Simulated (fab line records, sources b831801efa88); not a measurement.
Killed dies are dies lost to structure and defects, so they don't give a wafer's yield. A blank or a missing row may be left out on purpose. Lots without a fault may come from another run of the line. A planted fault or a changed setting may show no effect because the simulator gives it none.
Which tool did it? | flow gf180mcu | 15 lots, 45 wafers sampled, at 3 steps of a route of 602

WHAT THE GAUGES READ, wafer by wafer
GF_V4_THK_MEAS_03.
lot  | measured     | on            | V4_CVD_02_THK (nm)
L401 | day 23 19:08 | film_metro-01 | 837 832 841
L402 | day 24 10:35 | film_metro-02 | 844 861 857
L403 | day 25 02:34 | film_metro-02 | 860 860 873
L408 | day 26 19:08 | film_metro-01 | 836 853 860
L407 | day 26 20:49 | film_metro-03 | 857 852 855
L409 | day 27 10:52 | film_metro-01 | 837 855 853
L410 | day 27 15:11 | film_metro-03 | 822 841 847
L411 | day 27 15:23 | film_metro-02 | 839 847 853
L413 | day 27 22:02 | film_metro-02 | 845 848 835
L412 | day 27 22:13 | film_metro-02 | 833 848 853
L416 | day 28 13:02 | film_metro-03 | 851 836 858
L414 | day 28 17:05 | film_metro-01 | 846 827 857
L420 | day 29 15:13 | film_metro-02 | 850 841 854
L421 | day 29 20:22 | film_metro-01 | 824 837 849
L422 | day 30 04:33 | film_metro-02 | 828 838 851

GF_V4_CD_MEAS_14: target cd 260 nm.
lot  | measured     | on        | cd_nm (nm)
L401 | day 24 18:05 | cd_sem-02 | 261.3 260.0 261.9
L402 | day 25 08:18 | cd_sem-01 | 260.1 259.3 260.4
L403 | day 25 23:47 | cd_sem-01 | 259.4 260.4 260.4
L408 | day 27 15:08 | cd_sem-01 | 257.7 258.6 258.8
L407 | day 27 16:21 | cd_sem-01 | 260.0 261.7 259.8
L409 | day 28 06:20 | cd_sem-02 | 259.4 259.4 259.8
L410 | day 28 10:56 | cd_sem-01 | 260.9 259.7 261.0
L411 | day 28 11:26 | cd_sem-01 | 259.9 260.3 259.0
L413 | day 28 17:50 | cd_sem-02 | 259.7 260.7 260.0
L412 | day 28 18:13 | cd_sem-01 | 260.7 259.9 260.3
L416 | day 29 09:12 | cd_sem-01 | 262.0 260.9 260.4
L414 | day 29 12:14 | cd_sem-02 | 262.0 261.0 261.6
L420 | day 30 10:11 | cd_sem-01 | 259.3 259.7 261.7
L421 | day 30 15:02 | cd_sem-02 | 261.4 261.4 261.9
L422 | day 30 22:31 | cd_sem-02 | 261.1 261.3 260.6

WHICH TOOL RAN EACH LOT (tool, then ch and the chambers of the sampled wafers, then the start)
lot  | GF_V4_CVD_02
L401 | pecvd-04 ch 1,2, day 23 19:04
L402 | pecvd-02 ch 0,1,2, day 24 10:31
L403 | pecvd-04 ch 0,1, day 25 02:29
L408 | pecvd-02 ch 0,1, day 26 19:02
L407 | pecvd-01 ch 0,1,2, day 26 20:44
L409 | pecvd-04 ch 1,2, day 27 10:47
L410 | pecvd-01 ch 0,1,2, day 27 15:08
L411 | pecvd-02 ch 1,2, day 27 15:17
L413 | pecvd-02 ch 1,2, day 27 21:55
L412 | pecvd-01 ch 0,1, day 27 22:08
L416 | pecvd-02 ch 1,2, day 28 12:53
L414 | pecvd-01 ch 0,1, day 28 17:02
L420 | pecvd-02 ch 0,1,2, day 29 15:08
L421 | pecvd-02 ch 1,2, day 29 20:18
L422 | pecvd-01 ch 1,2, day 30 04:28
- GF_V4_CVD_02: deposits SiO2 from TEOS, target thk 850 nm, time 94.851 s.

WHAT THE TOOLS THEMSELVES READ (means of the sampled wafers that have a number; where no wafer has one, the mark that the record gives instead)
GF_V4_CVD_02.
lot  | tool     | heater_power_w (W)
L401 | pecvd-04 | 696
L402 | pecvd-02 | 592
L403 | pecvd-04 | 730
L408 | pecvd-02 | 552
L407 | pecvd-01 | 687
L409 | pecvd-04 | 724
L410 | pecvd-01 | 687
L411 | pecvd-02 | 616
L413 | pecvd-02 | 620
L412 | pecvd-01 | 682
L416 | pecvd-02 | 604
L414 | pecvd-01 | 677
L420 | pecvd-02 | 573
L421 | pecvd-02 | 587
L422 | pecvd-01 | 659

THE ANSWER, worked out from the rows above alone
Rule: what is usual is taken from the lots themselves. Put in order of their means at a reading, lots are off if they are a third of the lots or fewer, leave a main group of 4 or more, and stand apart from it by a gap of 3 or more times the standard deviation of the main group's means; of several such gaps the widest counts. A main group whose means are all the same, to the digits that the tables above print for the reading, isn't used. A lot without any number at a reading at which 4 lots or more have one is off too. The other lots that the step has rows for count as sound. The gauges are gone through in route order, then the tools' own readings, and for those a lot's mean is taken as printed above. The first step at which some lot is off is used, and at that step the reading that is off furthest; a lot without a number counts as furthest.
No lot is off at any reading shown: from this, nothing can be told.

WHAT THE SIMULATOR HAD PUT IN
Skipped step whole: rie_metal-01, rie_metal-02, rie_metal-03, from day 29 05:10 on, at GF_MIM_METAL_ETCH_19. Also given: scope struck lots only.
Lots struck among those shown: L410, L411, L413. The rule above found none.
